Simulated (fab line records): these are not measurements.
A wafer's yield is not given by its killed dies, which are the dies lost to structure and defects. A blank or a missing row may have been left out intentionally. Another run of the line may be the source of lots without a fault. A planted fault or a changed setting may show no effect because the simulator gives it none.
What tool caused it? / flow sky130 / 18 wafers from 6 lots sampled at 3 of the route's 708 steps

## WHAT THE GAUGES READ, wafer by wafer
SKY_VT_ADJUST_HVTP_CD_MEAS_07: the cd target is 380 nm.
lot=L973; measured=day 6 20:25; on=cd sem-02; cd nm (nm)=380.4 381.1 380.7
lot=L983; measured=day 8 10:10; on=cd sem-01; cd nm (nm)=382.5 382.2 384.5
lot=L985; measured=day 8 16:28; on=cd sem-02; cd nm (nm)=376.3 379.9 379.2
lot=L989; measured=day 15 07:35; on=cd sem-01; cd nm (nm)=380.0 376.1 379.1
lot=L988; measured=day 15 07:55; on=cd sem-01; cd nm (nm)=378.4 376.6 379.4
lot=L991; measured=day 15 09:53; on=cd sem-02; cd nm (nm)=381.2 383.0 382.2

## TOOL THAT RAN EACH LOT (tool first, then ch and the chambers of the sampled wafers, then the start)
lot=L973; SKY_NWELL_STRIP_25=plasma asher-02 ch 0,1, day 6 05:03; SKY_NWELL_RTA_28=rtp anneal-02 ch 0, day 6 05:17
lot=L983; SKY_NWELL_STRIP_25=plasma asher-04 ch 0,1, day 7 22:43; SKY_NWELL_RTA_28=rtp anneal-01 ch 0, day 7 22:56
lot=L985; SKY_NWELL_STRIP_25=plasma asher-01 ch 0,1, day 8 05:52; SKY_NWELL_RTA_28=rtp anneal-01 ch 0, day 8 06:05
lot=L989; SKY_NWELL_STRIP_25=plasma asher-04 ch 0,1, day 14 06:00; SKY_NWELL_RTA_28=rtp anneal-02 ch 0, day 14 06:14
lot=L988; SKY_NWELL_STRIP_25=plasma asher-02 ch 0, day 14 06:42; SKY_NWELL_RTA_28=rtp anneal-02 ch 0, day 14 06:56
lot=L991; SKY_NWELL_STRIP_25=plasma asher-02 ch 0,1, day 14 08:00; SKY_NWELL_RTA_28=rtp anneal-01 ch 0, day 14 08:14
- SKY_NWELL_STRIP_25: strips in O2/N2.
- SKY_NWELL_RTA_28: time 30 s.

## THE ANSWER, worked out from the rows above alone
Rule: usual is defined by the lots themselves. Put in order of their means at a reading, lots are off if they are a third of the lots or fewer, leave a main group of 4 or more, and stand apart from it by a gap of 3 or more times the standard deviation of the main group's means; of several such gaps the widest counts. If all means in a main group match to the digits the tables above print for the reading, that group is not used. A lot without any number at a reading at which 4 lots or more have one is off too. Where the step has rows for the other lots, those lots are counted as sound.
Nothing can be told from this: no lot is off at any reading shown.

## WHAT WAS PUT IN BY THE SIMULATOR
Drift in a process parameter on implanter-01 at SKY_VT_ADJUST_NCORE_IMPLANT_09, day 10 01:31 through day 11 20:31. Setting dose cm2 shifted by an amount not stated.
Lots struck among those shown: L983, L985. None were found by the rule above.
